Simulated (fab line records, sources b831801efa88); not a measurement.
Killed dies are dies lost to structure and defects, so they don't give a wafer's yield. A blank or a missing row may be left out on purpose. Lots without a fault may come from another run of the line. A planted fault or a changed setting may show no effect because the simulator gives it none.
fab line records | flow sfq_line
record lots=6 wafers=18 last_day=78
route steps=325 shown I0@47 M1@58
lots that met no fault: from a run of the same line without faults
start_h: hours from the record's first day to the start of the lot's first wafer shown | wait_h: hours since the lot's step before | " the same as in the row above | L1.1+2: a row that stands for several wafers | - no value, or no start given | * or withheld: withheld | < > ~ a bound
route shown NAME@n: a module of which the file shows steps, and the number in the route of the first | usual: mean/standard deviation of fault-free wafers | same: alike in all rows | chamber/n: place in a boat | sites: the reading at each site | _std_site: their standard deviation | _edge_site: outer sites' mean less inner sites' | radius_mm: how far each site lies from the wafer's centre | mask NAME#n: copy n | behind: the tool/chamber that last shaped the wafer | hold: why the lot was held/for how many hours/how that ended | device: the transistor (n, p or np) that didn't switch | end of line: the same wafers' tests at the end of the route | a step without rows: its recipe alone | killed: dies lost to structure and defects at the first sort, not the wafer's yield | map: a wafer's dies, x killed, . not, _ none there
set.NAME: the setting as run; set.NAME@STEP: as run at that earlier step | model.NAME: the simulator's own value behind a step, which no gauge read
lots at some steps of the route; a table a step, a row a wafer
services: from which hour (start_h, from the record's first day; less than 0 if before it) a tool's chamber was out of use, for how many hours, and why
## steps
# step SFQ_TRILAYER_I0_VIA_LITHO_COAT_036
# recipe resist=BARC spin_rpm=3000 resist_thk_nm=62
# step SFQ_TRILAYER_I0_VIA_LITHO_COAT_031
# recipe resist=KrF spin_rpm=3000 resist_thk_nm=650
# step SFQ_TRILAYER_I0_VIA_LITHO_SOFTBAKE_035
# recipe temp_c=withheld time_s=withheld resist=KrF
# step SFQ_TRILAYER_I0_VIA_LITHO_EXPOSE_032
# recipe mask_id=I0 na=0.6 source_shape=conventional sigma_outer=0.65 target_cd_nm=500 dose_mj=21.3
# step SFQ_TRILAYER_I0_VIA_LITHO_PEB_034
# recipe peb_temp_c=115 peb_time_s=60 resist=KrF
# step SFQ_TRILAYER_I0_VIA_LITHO_DEVELOP_033
# recipe time_s=60 resist=KrF
# step SFQ_I0_OVL_MEAS_908
# usual I0_OVL=2/5.5
# columns lot.wafer tool chamber start_h wait_h I0_OVL[nm]
L301.3 overlay-02 - 227.91 0.1 -1
L301.4 " - " " -13
L301.5 " - " " -8
L302.1 overlay-01 - 231.50 0.1 -1
L302.4 " - " " 7
L302.5 " - " " -3
L310.3 overlay-01 - 309.49 0.1 8
L310.4 " - " " -1
L310.5 " - " " 6
L313.1 overlay-02 - 322.68 0.1 2
L313.4 " - " " 0
L313.5 " - " " 5
L317.2 overlay-01 - 353.79 0.1 2
L317.4 " - " " 0
L317.5 " - " " 3
L324.1 overlay-02 - 395.33 0.1 4
L324.2 " - " " 12
L324.5 " - " " 6
# step SFQ_TRILAYER_I0_VIA_BARC_OPEN_VIA_ETCH_046
# recipe mask_material=PR chemistry=O2 target_depth_nm=125 target=BARC source_w=500 bias_w=80 pressure_mtorr=30 time_s=41.7
# usual drypump_motor_current_A=5.9/0.55 oes_product_au=0.686/0.0045
# columns lot.wafer tool chamber start_h wait_h drypump_motor_current_A oes_product_au rf_hours_counter_h
L301.3 rie_diel-04 3 227.93 0.0 5.8 0.679 142
L301.4 " 0 " " 6.2 0.681 5
L301.5 " 0 " " 6.2 0.687 -
L302.1 rie_diel-03 3 231.53 0.0 4.9 0.686 85
L302.4 " 2 " " 6.2 0.689 111
L302.5 " 1 " " 6.3 0.684 -
L310.3 rie_diel-04 2 309.52 0.0 6.6 0.684 10
L310.4 " 0 " " 6.2 0.679 6
L310.5 " 0 " " 6.2 0.686 -
L313.1 rie_diel-03 3 322.72 0.0 4.9 0.688 87
L313.4 " 0 " " 6.3 0.688 6
L313.5 " 3 " " 4.9 0.691 -
L317.2 rie_diel-03 1 353.82 0.0 6.3 0.685 43
L317.4 " 3 " " 4.9 0.692 88
L317.5 " 2 " " 6.3 0.688 -
L324.1 rie_diel-04 2 395.37 0.0 6.7 0.686 11
L324.2 " 1 " " 5.7 0.693 102
L324.5 " 2 " " 6.7 0.691 -
# step SFQ_TRILAYER_I0_VIA_ETCH_VIA_ETCH_034
# recipe target=SiO2 stop_on=Nb mask_material=PR taper_deg=20 chemistry=CHF3 target_depth_nm=260 source_w=500 bias_w=80 pressure_mtorr=30 time_s=withheld
# usual drypump_motor_current_A=5.9/0.54 oes_product_au=0.853/0.0057
# columns lot.wafer tool chamber start_h wait_h drypump_motor_current_A oes_product_au
L301.3 rie_diel-04 3 227.97 0.0 5.7 0.854
L301.4 " 0 " " 6.2 0.859
L301.5 " 0 " " 6.2 0.852
L302.1 rie_diel-03 3 231.57 0.0 4.9 0.855
L302.4 " 2 " " 6.3 0.851
L302.5 " 1 " " 6.4 0.857
L310.3 rie_diel-04 2 309.56 0.0 6.7 0.854
L310.4 " 0 " " 6.2 0.862
L310.5 " 0 " " 6.2 0.857
L313.1 rie_diel-03 3 322.76 0.0 4.9 0.851
L313.4 " 0 " " 6.3 0.852
L313.5 " 3 " " 4.9 0.851
L317.2 rie_diel-03 1 353.86 0.0 6.3 0.861
L317.4 " 3 " " 4.9 0.854
L317.5 " 2 " " 6.3 0.850
L324.1 rie_diel-04 2 395.41 0.0 6.6 0.849
L324.2 " 1 " " 5.7 0.847
L324.5 " 2 " " 6.7 0.854
# step SFQ_TRILAYER_I0_VIA_STRIP_STRIP_035
# recipe gas=O2 power_w=200 platen_temp_c=40 overash_fraction=0.65 chemistry=O2 pressure_mtorr=50
# usual drypump_motor_current_A=6.0/0.31 oes_product_au=0.995/0.011
# same overash_fraction=0.65
# columns lot.wafer tool chamber start_h wait_h drypump_motor_current_A oes_product_au rf_hours_counter_h
L301.3 rie_metal-02 0 228.29 - 5.6 1.001 -
L301.4 " 1 " " 5.8 1.010 -
L301.5 " 1 " " 5.8 1.019 -
L302.1 rie_metal-03 0 231.69 - 5.9 0.999 28
L302.4 " 1 " " 6.6 0.986 -
L302.5 " 1 " " 6.6 0.980 -
L310.3 rie_metal-03 0 309.87 - 5.9 0.998 -
L310.4 " 1 " " 6.6 0.993 -
L310.5 " 0 " " 5.9 0.991 -
L313.1 rie_metal-04 0 322.87 - 5.8 0.986 40
L313.4 " 1 " " 6.1 1.002 -
L313.5 " 1 " " 6.1 1.000 -
L317.2 rie_metal-04 0 353.97 - 5.8 0.984 45
L317.4 " 1 " " 6.1 1.011 -
L317.5 " 1 " " 6.1 1.006 -
L324.1 rie_metal-03 0 395.52 - 5.9 0.991 58
L324.2 " 1 " " 6.6 0.992 16
L324.5 " 1 " " 6.6 0.989 -
# step SFQ_TRILAYER_I0_VIA_STRIP_SOLV_CLEAN_036
# recipe chemistry=NMP temp_c=70 time_s=600
# step SFQ_TRILAYER_M1_DEP_PRE_CLEAN_038
# recipe gas=Ar time_s=22.5 bias_v=250
# step SFQ_TRILAYER_M1_DEP_SPUTTER_037
# recipe material=Nb base_pressure_pa=1.33e-06 chamber_pressure_pa=0.1333 substrate_temp_c=20 resputter_cathode_voltage_v=400 target_thk_nm=200 power_w=2000 time_s=133.3
# usual chamber_pressure_pa=0.13331/0.00028 throttle_valve_pct=29.9/0.74
# columns lot.wafer tool chamber start_h wait_h chamber_pressure_pa throttle_valve_pct
L301.3 pvd_sputter-06 - 228.89 0.0 0.13302 29.6
L301.4 " - " " 0.13324 29.8
L301.5 " - " " 0.13336 29.8
L302.1 pvd_sputter-03 - 232.49 0.0 0.13334 31.0
L302.4 " - " " 0.13362 29.7
L302.5 " - " " 0.13373 31.3
L310.3 pvd_sputter-03 - 310.47 0.0 0.13323 29.6
L310.4 " - " " 0.13347 31.1
L310.5 " - " " 0.13288 30.1
L313.1 pvd_sputter-03 - 323.67 0.0 0.13328 30.1
L313.4 " - " " 0.1334 30.8
L313.5 " - " " 0.13325 31.0
L317.2 pvd_sputter-06 - 354.77 0.0 0.1332 29.3
L317.4 " - " " 0.13336 29.9
L317.5 " - " " 0.13336 28.3
L324.1 pvd_sputter-06 - 396.32 0.0 0.13329 29.7
L324.2 " - " " 0.13364 29.3
L324.5 " - " " 0.13331 27.9
# step SFQ_M1_RS_MEAS_909
# recipe thk_meas_gauge=four-point-probe reads=Nb_of_TRILAYER_M1_DEP_SPUTTER_037
# usual M1_NB_RS=0.900/0.017
# columns lot.wafer tool chamber start_h wait_h M1_NB_RS[ohm/sq]
L301.3 film_metro-02 - 229.02 0.1 0.903
L301.4 " - " " 0.909
L301.5 " - " " 0.912
L302.1 film_metro-03 - 232.58 0.0 0.912
L302.4 " - " " 0.897
L302.5 " - " " 0.893
L310.3 film_metro-04 - 310.60 0.1 0.892
L310.4 " - " " 1.027
L310.5 " - " " 0.889
L313.1 film_metro-03 - 323.76 0.0 0.892
L313.4 " - " " 0.903
L313.5 " - " " 1.034
L317.2 film_metro-02 - 354.88 0.1 0.930
L317.4 " - " " 0.925
L317.5 " - " " 0.933
L324.1 film_metro-04 - 396.41 0.0 0.893
L324.2 " - " " 0.901
L324.5 " - " " 0.902
# step SFQ_TRILAYER_M1_LITHO_COAT_044
# recipe resist=BARC spin_rpm=3000 resist_thk_nm=62
# step SFQ_TRILAYER_M1_LITHO_COAT_039
# recipe resist=KrF spin_rpm=3000 resist_thk_nm=600
# step SFQ_TRILAYER_M1_LITHO_SOFTBAKE_043
# recipe temp_c=withheld time_s=withheld resist=KrF
# step SFQ_TRILAYER_M1_LITHO_EXPOSE_040
# recipe mask_id=M1 na=0.6 source_shape=conventional sigma_outer=0.65 target_cd_nm=500 dose_mj=14.4
# step SFQ_TRILAYER_M1_LITHO_PEB_042
# recipe peb_temp_c=115 peb_time_s=60 resist=KrF
# step SFQ_TRILAYER_M1_LITHO_DEVELOP_041
# recipe time_s=60 resist=KrF
# step SFQ_M1_OVL_MEAS_911
# usual M1_OVL=0/5.6
# columns lot.wafer tool chamber start_h wait_h M1_OVL[nm]
L301.3 overlay-01 - 286.69 0.1 -11
L301.4 " - " " -3
L301.5 " - " " -10
L302.1 overlay-02 - 290.28 0.1 0
L302.4 " - " " -9
L302.5 " - " " 4
L310.3 overlay-02 - 374.19 0.1 -5
L310.4 " - " " -3
L310.5 " - " " 2
L313.1 overlay-02 - 390.53 0.1 8
L313.4 " - " " 7
L313.5 " - " " 3
L317.2 overlay-02 - 424.14 0.1 -4
L317.4 " - " " -5
L317.5 " - " " -10
L324.1 overlay-02 - 476.03 0.1 3
L324.2 " - " " -1
L324.5 " - " " -3
# step SFQ_TRILAYER_M1_BARC_OPEN_METAL_ETCH_054
# recipe mask_material=PR chemistry=O2 target_depth_nm=125 target=BARC icp_w=600 bias_w=80 pressure_mtorr=10 time_s=41.7
# usual drypump_motor_current_A=6.17/0.28 oes_product_au=0.685/0.004
# columns lot.wafer tool chamber start_h wait_h drypump_motor_current_A oes_product_au rf_hours_counter_h
L301.3 rie_metal-01 0 286.74 0.0 6.22 0.687 -
L301.4 " 1 " " 6.30 0.681 -
L301.5 " 0 " " 6.18 0.684 -
L302.1 rie_metal-01 0 290.32 0.0 6.23 0.679 43
L302.4 " 0 " " 6.22 0.680 -
L302.5 " 1 " " 6.35 0.677 -
L310.3 rie_metal-04 0 374.24 0.0 5.80 0.685 -
L310.4 " 1 " " 6.06 0.683 -
L310.5 " 0 " " 5.84 0.679 -
L313.1 rie_metal-01 0 390.57 0.0 6.17 0.688 63
L313.4 " 0 " " 6.17 0.684 -
L313.5 " 1 " " 6.37 0.683 -
L317.2 rie_metal-04 1 424.17 0.0 6.08 0.691 93
L317.4 " 0 " " 5.83 0.675 -
L317.5 " 0 " " 5.85 0.683 -
L324.1 rie_metal-04 0 476.07 0.0 5.82 0.682 68
L324.2 " 1 " " 6.09 0.683 102
L324.5 " 0 " " 5.86 0.685 -
# step SFQ_TRILAYER_M1_ETCH_METAL_ETCH_042
# recipe target=Nb stop_on=SiO2 mask_material=PR chemistry=Cl2/Ar target_depth_nm=240 icp_w=600 bias_w=80 pressure_mtorr=10 time_s=120
# usual drypump_motor_current_A=6.17/0.28 oes_product_au=0.889/0.01
# columns lot.wafer tool chamber start_h wait_h drypump_motor_current_A oes_product_au rf_hours_counter_h
L301.3 rie_metal-01 0 286.82 0.1 6.16 0.887 -
L301.4 " 1 " " 6.30 0.877 -
L301.5 " 0 " " 6.16 0.888 -
L302.1 rie_metal-01 0 290.38 0.0 6.22 0.878 43
L302.4 " 0 " " 6.17 0.890 -
L302.5 " 1 " " 6.35 0.889 -
L310.3 rie_metal-04 0 374.32 0.1 5.80 0.883 -
L310.4 " 1 " " 6.08 0.828 -
L310.5 " 0 " " 5.83 0.896 -
L313.1 rie_metal-01 0 390.63 0.0 6.20 0.896 63
L313.4 " 0 " " 6.18 0.886 -
L313.5 " 1 " " 6.36 0.833 -
L317.2 rie_metal-04 1 424.23 0.0 6.09 0.864 93
L317.4 " 0 " " 5.81 0.873 -
L317.5 " 0 " " 5.83 0.873 -
L324.1 rie_metal-04 0 476.13 0.0 5.83 0.891 68
L324.2 " 1 " " 6.10 0.888 102
L324.5 " 0 " " 5.84 0.892 -
# step SFQ_TRILAYER_M1_STRIP_STRIP_043
# recipe gas=O2 power_w=200 platen_temp_c=40 overash_fraction=0.65 chemistry=O2 pressure_mtorr=50
# usual drypump_motor_current_A=6.17/0.28 oes_product_au=0.994/0.0086
# same overash_fraction=0.65
# columns lot.wafer tool chamber start_h wait_h drypump_motor_current_A oes_product_au rf_hours_counter_h
L301.3 rie_metal-01 0 287.10 0.2 6.20 1.001 -
L301.4 " 1 " " 6.34 0.978 -
L301.5 " 0 " " 6.25 0.992 -
L302.1 rie_metal-01 0 290.50 0.1 6.20 0.993 43
L302.4 " 0 " " 6.18 0.996 -
L302.5 " 1 " " 6.35 0.994 -
L310.3 rie_metal-04 0 374.60 0.2 5.83 0.993 -
L310.4 " 1 " " 6.08 1.002 -
L310.5 " 0 " " 5.82 0.991 -
L313.1 rie_metal-01 0 390.75 0.1 6.22 0.982 63
L313.4 " 0 " " 6.17 0.979 -
L313.5 " 1 " " 6.38 1.004 -
L317.2 rie_metal-04 1 424.35 0.1 6.11 0.999 93
L317.4 " 0 " " 5.82 0.980 -
L317.5 " 0 " " 5.82 0.987 -
L324.1 rie_metal-04 0 476.25 0.1 5.85 0.993 68
L324.2 " 1 " " 6.10 0.999 102
L324.5 " 0 " " 5.84 0.988 -
## services
# columns tool chamber start_h hours kind
rie_diel-04 2 216.47 1.9 repair
pvd_sputter-03 - 216.75 15.1 repair
rie_metal-04 - 225.93 14.6 pm
rie_diel-04 3 248.95 - clean
rie_diel-04 3 248.95 16.5 scheduled_down
rie_diel-04 3 248.95 16.5 vent_cycle
rie_metal-04 - 250.74 4.3 pm
rie_metal-04 - 257.96 6.2 repair
pvd_sputter-03 2 267.68 - consumable_replace:kit
pvd_sputter-03 2 267.68 18.0 scheduled_down
pvd_sputter-03 2 267.68 18.0 vent_cycle
pvd_sputter-06 - 280.26 1.1 repair
rie_metal-04 - 311.05 6.7 repair
rie_metal-03 - 355.80 14.6 pm
rie_metal-01 1 359.49 5.3 repair
rie_metal-02 - 384.48 4.3 pm
rie_diel-04 2 410.16 2.3 repair
rie_metal-02 - 415.13 0.5 repair
rie_diel-03 2 418.89 - clean
rie_diel-03 2 418.89 11.4 scheduled_down
rie_diel-03 2 418.89 11.4 vent_cycle
rie_diel-04 2 424.38 11.9 repair
rie_diel-03 0 447.18 4.3 repair
rie_diel-03 1 451.00 3.9 repair
## key
first_sign step=SFQ_M1_RS_MEAS_909 reading=M1_NB_RS direction=up sigmas=7.7 usual=0.900 struck=1.030
effect step=SFQ_TRILAYER_M1_ETCH_METAL_ETCH_042 reading=oes_product_au direction=down sigmas=5.7 usual=0.889 struck=0.831
met_at SFQ_TRILAYER_M1_DEP_SPUTTER_037
struck_wafers L310.4,L313.5
onset_between 232.49 310.47
fault kind=site_profile_drift tool=pvd_sputter-03 chamber=- onset_h=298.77 steps=SFQ_TRILAYER_M1_DEP_SPUTTER_037 basis=fraction max_abs_drift=0.26634 slope_share_per_hr=59.186 site_pattern=0,0,0,0,0,-1,-1,-1,-1 scope=struck_wafers_only
